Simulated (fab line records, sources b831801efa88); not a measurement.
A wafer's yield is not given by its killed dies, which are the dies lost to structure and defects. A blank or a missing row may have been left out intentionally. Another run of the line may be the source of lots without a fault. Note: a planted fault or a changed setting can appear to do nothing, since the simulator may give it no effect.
Which tool did it? | flow gf180mcu | Sampling: 12 lots, 36 wafers, 6 of 602 route steps

== WHAT THE GAUGES READ, wafer by wafer ==
GF_HV_LDD_CD_MEAS_31 targets a cd of 400 nm. Usual: 399.8 nm for cd nm, sd 2.7.
lot  | measured     | on        | cd nm (nm)        | flag
L772 | day 11 19:52 | cd sem-02 | 401.8 398.2 399.0 |
L773 | day 12 03:16 | cd sem-01 | 393.5 393.5 393.7 |
L774 | day 12 13:42 | cd sem-01 | 396.3 397.7 396.8 |
L775 | day 12 21:59 | cd sem-02 | 402.7 398.0 397.9 |
L778 | day 13 18:34 | cd sem-02 | 401.2 400.1 396.1 |
L779 | day 14 03:56 | cd sem-02 | 402.0 400.4 401.9 |
L781 | day 14 19:25 | cd sem-02 | 399.7 398.1 399.2 |
L788 | day 17 02:35 | cd sem-02 | 400.9 400.2 402.4 |
L789 | day 17 16:05 | cd sem-02 | 396.3 399.7 399.2 |
L790 | day 17 17:31 | cd sem-01 | 401.4 402.1 400.6 |
L791 | day 17 23:37 | cd sem-01 | 398.9 399.2 398.9 |
L793 | day 18 15:38 | cd sem-02 | 400.7 400.6 399.3 |

GF_PSD_CD_MEAS_07 targets a cd of 400 nm. Usual: 399.9 nm for cd nm, sd 2.6.
lot  | measured     | on        | cd nm (nm)        | flag
L772 | day 14 12:19 | cd sem-02 | 398.9 398.7 400.7 |
L773 | day 14 20:46 | cd sem-01 | 398.4 397.2 399.2 |
L774 | day 15 08:48 | cd sem-02 | 397.7 396.3 397.8 |
L775 | day 15 17:05 | cd sem-01 | 400.4 400.8 399.1 |
L778 | day 16 15:13 | cd sem-01 | 403.2 405.3 404.4 |
L779 | day 17 00:36 | cd sem-02 | 399.4 398.3 397.6 |
L781 | day 17 19:32 | cd sem-01 | 400.2 399.7 400.6 |
L788 | day 20 06:44 | cd sem-01 | 396.1 394.7 396.8 |
L789 | day 20 20:22 | cd sem-01 | 401.8 401.8 399.2 |
L790 | day 20 21:49 | cd sem-02 | 402.9 402.9 404.4 |
L791 | day 21 04:37 | cd sem-02 | 401.6 399.5 403.2 |
L793 | day 21 20:59 | cd sem-01 | 400.6 403.1 402.3 |

GF_PSD_RS_MEAS_14: uses a four-point probe to measure. Usual: NSD_RS 46.20 ohm/sq, standard deviation 0.086.
lot  | measured     | on            | NSD_RS (ohm/sq)   | flag
L772 | day 14 12:55 | film metro-02 | 46.05 46.12 46.12 |
L773 | day 14 21:22 | film metro-02 | 46.18 46.25 46.12 |
L774 | day 15 09:27 | film metro-01 | 46.28 46.34 46.23 |
L775 | day 15 17:41 | film metro-02 | 46.20 46.28 46.17 |
L778 | day 16 15:51 | film metro-02 | 46.10 46.14 46.07 |
L779 | day 17 01:12 | film metro-01 | 46.22 46.20 46.13 |
L781 | day 17 20:08 | film metro-01 | 46.30 46.25 46.42 |
L788 | day 20 07:22 | film metro-01 | 44.99 44.96 45.02 | OFF
L789 | day 20 20:58 | film metro-02 | 44.91 44.93 44.88 | OFF
L790 | day 20 22:25 | film metro-01 | 46.39 46.28 46.28 |
L791 | day 21 05:12 | film metro-02 | 46.26 46.21 46.23 |
L793 | day 21 21:35 | film metro-03 | 46.18 46.11 46.02 |

== EACH LOT AND THE TOOL THAT RAN IT (in order: tool; ch and the chambers of the sampled wafers; start) ==
lot  | GF_HV_LDD_STRIP_10                   | GF_NSD_IMPLANT_09               | GF_NSD_STRIP_11
L772 | plasma asher-03 ch 0,1, day 10 05:53 | implanter-03 ch 0, day 13 15:17 | plasma asher-02 ch 0,1, day 13 15:32
L773 | plasma asher-03 ch 0,1, day 10 13:58 | implanter-01 ch 0, day 13 23:26 | plasma asher-01 ch 0,1, day 13 23:43
L774 | plasma asher-04 ch 0,1, day 10 23:42 | implanter-01 ch 0, day 14 11:10 | plasma asher-02 ch 0,1, day 14 11:28
L775 | plasma asher-03 ch 0,1, day 11 06:41 | implanter-01 ch 0, day 14 19:31 | plasma asher-03 ch 0,1, day 14 19:47
L778 | plasma asher-03 ch 0, day 12 03:19   | implanter-03 ch 0, day 15 17:02 | plasma asher-03 ch 0,1, day 15 17:19
L779 | plasma asher-03 ch 0,1, day 12 11:43 | implanter-01 ch 0, day 16 02:01 | plasma asher-02 ch 0,1, day 16 02:19
L781 | plasma asher-04 ch 0,1, day 13 02:58 | implanter-03 ch 0, day 16 20:16 | plasma asher-03 ch 0,1, day 16 20:34
L788 | plasma asher-02 ch 0,1, day 15 06:47 | implanter-03 ch 0, day 19 06:31 | plasma asher-02 ch 0,1, day 19 06:47
L789 | plasma asher-03 ch 0, day 15 18:49   | implanter-03 ch 0, day 19 19:41 | plasma asher-01 ch 0,1, day 19 19:58
L790 | plasma asher-04 ch 0,1, day 15 19:47 | implanter-01 ch 0, day 19 20:56 | plasma asher-02 ch 0,1, day 19 21:13
L791 | plasma asher-03 ch 0,1, day 16 02:02 | implanter-02 ch 0, day 20 03:53 | plasma asher-01 ch 0,1, day 20 04:10
L793 | plasma asher-03 ch 0,1, day 16 16:44 | implanter-01 ch 0, day 20 21:26 | plasma asher-03 ch 0,1, day 20 21:43
- GF_HV_LDD_STRIP_10: strips in O2/N2.
- GF_NSD_IMPLANT_09
- GF_NSD_STRIP_11: strips in O2/N2.

== WHAT THE TOOLS THEMSELVES READ (means of the sampled wafers that have a number; where no wafer has one, the mark that the record gives instead) ==
GF_HV_LDD_STRIP_10. Usual: drypump motor current A 5.7 A, standard deviation 0.35; heater power w 330 W, standard deviation 33; oes product au 0.716 a.u., standard deviation 0.0049; strip time to endpoint s 12.62 s, standard deviation 0.041.
lot  | tool            | drypump motor current A (A) | heater power w (W) | oes product au (a.u.) | strip time to endpoint s (s) | flag
L772 | plasma asher-03 | 5.8                         | 320                | 0.717                 | 12.65                        |
L773 | plasma asher-03 | 5.5                         | 305                | 0.714                 | 12.64                        |
L774 | plasma asher-04 | 5.9                         | 379                | 0.713                 | 12.66                        |
L775 | plasma asher-03 | 5.5                         | 307                | 0.720                 | 12.54                        |
L778 | plasma asher-03 | 6.0                         | 331                | 0.712                 | 12.57                        |
L779 | plasma asher-03 | 5.4                         | 301                | 0.721                 | 12.61                        |
L781 | plasma asher-04 | 5.9                         | 356                | 0.713                 | 12.63                        |
L788 | plasma asher-02 | 6.0                         | 357                | 0.718                 | 12.63                        |
L789 | plasma asher-03 | 6.0                         | 332                | 0.714                 | 12.58                        |
L790 | plasma asher-04 | 5.9                         | 365                | 0.718                 | 12.61                        |
L791 | plasma asher-03 | 5.7                         | 320                | 0.718                 | 12.68                        |
L793 | plasma asher-03 | 5.8                         | 320                | 0.713                 | 12.59                        |

GF_NSD_IMPLANT_09. Usual: beam on s 17.1 s, standard deviation 1.7; dose ions cm2 4e+15, standard deviation 4.7e+12.
lot  | tool         | beam on s (s) | dose ions cm2 | flag
L772 | implanter-03 | 16.9          | 4e+15         |
L773 | implanter-01 | 16.0          | 4e+15         |
L774 | implanter-01 | 16.0          | 4e+15         |
L775 | implanter-01 | 15.9          | 4e+15         |
L778 | implanter-03 | 17.1          | 4e+15         |
L779 | implanter-01 | 15.9          | 4e+15         |
L781 | implanter-03 | 17.2          | 4e+15         |
L788 | implanter-03 | 21.9          | 5e+15         | OFF
L789 | implanter-03 | 22.0          | 5e+15         | OFF
L790 | implanter-01 | 15.7          | 4e+15         |
L791 | implanter-02 | 20.2          | 4e+15         |
L793 | implanter-01 | 15.5          | 4e+15         |

GF_NSD_STRIP_11. Usual: drypump motor current A 5.9 A, standard deviation 0.39; heater power w 339 W, standard deviation 27; oes product au 0.487 a.u., standard deviation 0.0048; strip time to endpoint s 22.94 s, standard deviation 0.038.
lot  | tool            | drypump motor current A (A) | heater power w (W) | oes product au (a.u.) | strip time to endpoint s (s) | flag
L772 | plasma asher-02 | 6.0                         | 355                | 0.484                 | 23.00                        |
L773 | plasma asher-01 | 6.1                         | 342                | 0.488                 | 22.89                        |
L774 | plasma asher-02 | 6.0                         | 366                | 0.487                 | 22.92                        |
L775 | plasma asher-03 | 5.7                         | 323                | 0.487                 | 22.92                        |
L778 | plasma asher-03 | 5.8                         | 321                | 0.483                 | 22.98                        |
L779 | plasma asher-02 | 6.0                         | 361                | 0.486                 | 22.93                        |
L781 | plasma asher-03 | 5.5                         | 305                | 0.485                 | 22.89                        |
L788 | plasma asher-02 | 6.0                         | 358                | 0.479                 | 23.76                        | OFF
L789 | plasma asher-01 | 6.3                         | 331                | 0.478                 | 23.69                        | OFF
L790 | plasma asher-02 | 6.0                         | 368                | 0.489                 | 22.98                        |
L791 | plasma asher-01 | 6.1                         | 341                | 0.482                 | 22.93                        |
L793 | plasma asher-03 | 5.7                         | 329                | 0.487                 | 22.98                        |

== THE ANSWER, worked out from the rows above alone ==
Rule: a lot counts as off when the mean over its wafers that have a number is more than 3 standard deviations away from the usual mean. A lot without any number at a reading at which 4 lots or more have one is off too. Any other lot the step has rows for is counted as sound. Order of review: gauges by route order, followed by the tools' own readings, for which a lot's mean as printed above is used. The first step at which some lot is off is used, and at that step the reading that is off furthest; a lot without a number counts as furthest.
Off: L788, L789, at GF_PSD_RS_MEAS_14 (NSD_RS).
A tool fits if, at a process step before that reading, it ran every lot that is off, and no sound lot after the first of them. The gauges at GF_PSD_RS_MEAS_14 aren't tried: what is off there is off at GF_NSD_IMPLANT_09 too, on other tools, and a gauge's error can't cause that. One fits: GF_NSD_IMPLANT_09 on implanter-03. A fault onset in the window from L781 (day 16 20:16, its last sound lot) to L788 (day 19 06:31, its first lot off) fits.
On the lots that are off, the tool's own readings at GF_NSD_IMPLANT_09 differ by more than 5 times the standard deviation of the sound lots' means, which bears it out; dose ions cm2 reads 5e+15 there versus 4e+15 on the sound lots.

== WHAT HAD BEEN PUT IN BY THE SIMULATOR ==
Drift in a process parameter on implanter-03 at GF_NSD_IMPLANT_09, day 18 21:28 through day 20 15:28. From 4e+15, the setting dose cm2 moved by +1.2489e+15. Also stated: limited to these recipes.
Shown lots that were struck: L788, L789. The rule above found the same.
